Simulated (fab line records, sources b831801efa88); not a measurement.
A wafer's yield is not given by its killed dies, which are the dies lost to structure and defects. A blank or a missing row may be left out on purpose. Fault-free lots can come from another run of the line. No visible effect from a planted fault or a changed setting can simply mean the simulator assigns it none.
Shared-tool check | flow sky130 | 33 wafers sampled across 11 lots

== REASON IT WAS OPENED ==
At SKY_METAL2_THK_MEAS_06 the reading METAL2_ALCU_THK is flagged on 3 of 11 lots. Wafers without a fault read 245 nm, standard deviation 3.6.
Rule: a lot is flagged in two cases, either no wafer of it has a number, or all its wafers with numbers fall more than 4 standard deviations from that mean. As for the other lots, they are considered sound.

lot  | measured     | on            | METAL2_ALCU_THK (nm), wafer by wafer | flag
L214 | day 34 12:02 | film metro-04 | 242 242 243                          |
L219 | day 35 21:35 | film metro-02 | 252 242 253                          |
L222 | day 37 00:10 | film metro-02 | 238 244 241                          |
L223 | day 37 06:49 | film metro-02 | 249 248 245                          |
L224 | day 37 11:22 | film metro-02 | 246 247 250                          |
L225 | day 37 17:59 | film metro-03 | 249 246 245                          |
L232 | day 39 20:22 | film metro-03 | 283 290 283                          | FLAGGED
L233 | day 40 00:36 | film metro-02 | 277 278 271                          | FLAGGED
L234 | day 40 15:59 | film metro-02 | 284 278 280                          | FLAGGED
L235 | day 40 22:33 | film metro-02 | 246 243 243                          |
L236 | day 41 07:03 | film metro-02 | 247 246 249                          |
Average over the flagged lots: 280 nm; offset from the usual +35 nm, equal to +10 standard deviations.

== EACH LOT AND THE TOOL IT RAN ON ==
Before the reading, the record contains 3 process steps out of a 708-step route. Every cell lists first the tool, next ch and the chambers used by the sampled wafers, and last the start.
lot  | flag    | SKY_VIA1_STRIP_16                    | SKY_VIA1_CMP_24               | SKY_METAL2_SPUTTER_04
L214 |         | plasma asher-01 ch 0,1, day 34 10:34 | cmp-01 ch 1,2,3, day 34 11:35 | pvd sputter-03, day 34 11:52
L219 |         | plasma asher-04 ch 0, day 35 19:59   | cmp-01 ch 1,2, day 35 21:01   | pvd sputter-04, day 35 21:24
L222 |         | plasma asher-03 ch 0,1, day 36 22:40 | cmp-01 ch 0,1,3, day 36 23:44 | pvd sputter-04, day 36 23:59
L223 |         | plasma asher-04 ch 0,1, day 37 05:17 | cmp-02 ch 1,2,3, day 37 06:19 | pvd sputter-01, day 37 06:37
L224 |         | plasma asher-01 ch 0,1, day 37 09:52 | cmp-02 ch 2,3, day 37 10:47   | pvd sputter-01, day 37 11:11
L225 |         | plasma asher-03 ch 0,1, day 37 16:29 | cmp-02 ch 0,1,3, day 37 17:28 | pvd sputter-03, day 37 17:49
L232 | FLAGGED | plasma asher-03 ch 0,1, day 39 18:53 | cmp-02 ch 1,2,3, day 39 19:58 | pvd sputter-03, day 39 20:13
L233 | FLAGGED | plasma asher-03 ch 0,1, day 39 23:07 | cmp-02 ch 1,2, day 40 00:01   | pvd sputter-04, day 40 00:25
L234 | FLAGGED | plasma asher-03 ch 0, day 40 14:29   | cmp-02 ch 0,2,3, day 40 15:28 | pvd sputter-01, day 40 15:49
L235 |         | plasma asher-03 ch 0,1, day 40 20:34 | cmp-02 ch 1,2,3, day 40 22:04 | pvd sputter-04, day 40 22:22
L236 |         | plasma asher-03 ch 0,1, day 41 05:34 | cmp-01 ch 0,1,3, day 41 06:38 | pvd sputter-01, day 41 06:53
What is done by these steps:
- SKY_VIA1_STRIP_16: strips in O2/N2.
- SKY_VIA1_CMP_24: polishes, stops on SiO2, t overpolish 15 s, target thk 0 nm.
- SKY_METAL2_SPUTTER_04: material TiN, target thk 70 nm, time 58.3 s.
- SKY_METAL2_THK_MEAS_06: measures by xrf.

== FLAGGED AGAINST TOTAL, ONE TOOL AT A TIME (gauges that did the reading follow at the end) ==
step                   | tool            | lots run | flagged | share of the flagged lots | sound lots run after its first flagged lot
SKY_VIA1_STRIP_16      | plasma asher-01 | 2        | 0       | none                      | -
SKY_VIA1_STRIP_16      | plasma asher-03 | 7        | 3       | all                       | 2 (L235,L236)
SKY_VIA1_STRIP_16      | plasma asher-04 | 2        | 0       | none                      | -
SKY_VIA1_CMP_24        | cmp-01          | 4        | 0       | none                      | -
SKY_VIA1_CMP_24        | cmp-02          | 7        | 3       | all                       | 1 (L235)
SKY_METAL2_SPUTTER_04  | pvd sputter-01  | 4        | 1       | some                      | 1 (L236)
SKY_METAL2_SPUTTER_04  | pvd sputter-03  | 3        | 1       | some                      | 0
SKY_METAL2_SPUTTER_04  | pvd sputter-04  | 4        | 1       | some                      | 1 (L235)
SKY_METAL2_THK_MEAS_06 | film metro-02   | 8        | 2       | some                      | 2 (L235,L236)
SKY_METAL2_THK_MEAS_06 | film metro-03   | 2        | 1       | some                      | 0
SKY_METAL2_THK_MEAS_06 | film metro-04   | 1        | 0       | none                      | -

== WHAT IS ALLOWED BY THE TABLE ==
Every flagged lot went through 2 rows of the table: plasma asher-03 at SKY_VIA1_STRIP_16 and cmp-02 at SKY_VIA1_CMP_24.
- plasma asher-03 at SKY_VIA1_STRIP_16: 3 of its 7 lots flagged. Sound lots ran on it after the first flagged one (L235, L236), which a lasting fault on the whole tool wouldn't allow.
- cmp-02 at SKY_VIA1_CMP_24: 3 of its 7 lots flagged. Sound lots ran on it after the first flagged one (L235), which a lasting fault on the whole tool wouldn't allow.
None of the table's rows ran every flagged lot and, after the first, no sound lot.

== WHAT THE SIMULATOR HAD INSERTED ==
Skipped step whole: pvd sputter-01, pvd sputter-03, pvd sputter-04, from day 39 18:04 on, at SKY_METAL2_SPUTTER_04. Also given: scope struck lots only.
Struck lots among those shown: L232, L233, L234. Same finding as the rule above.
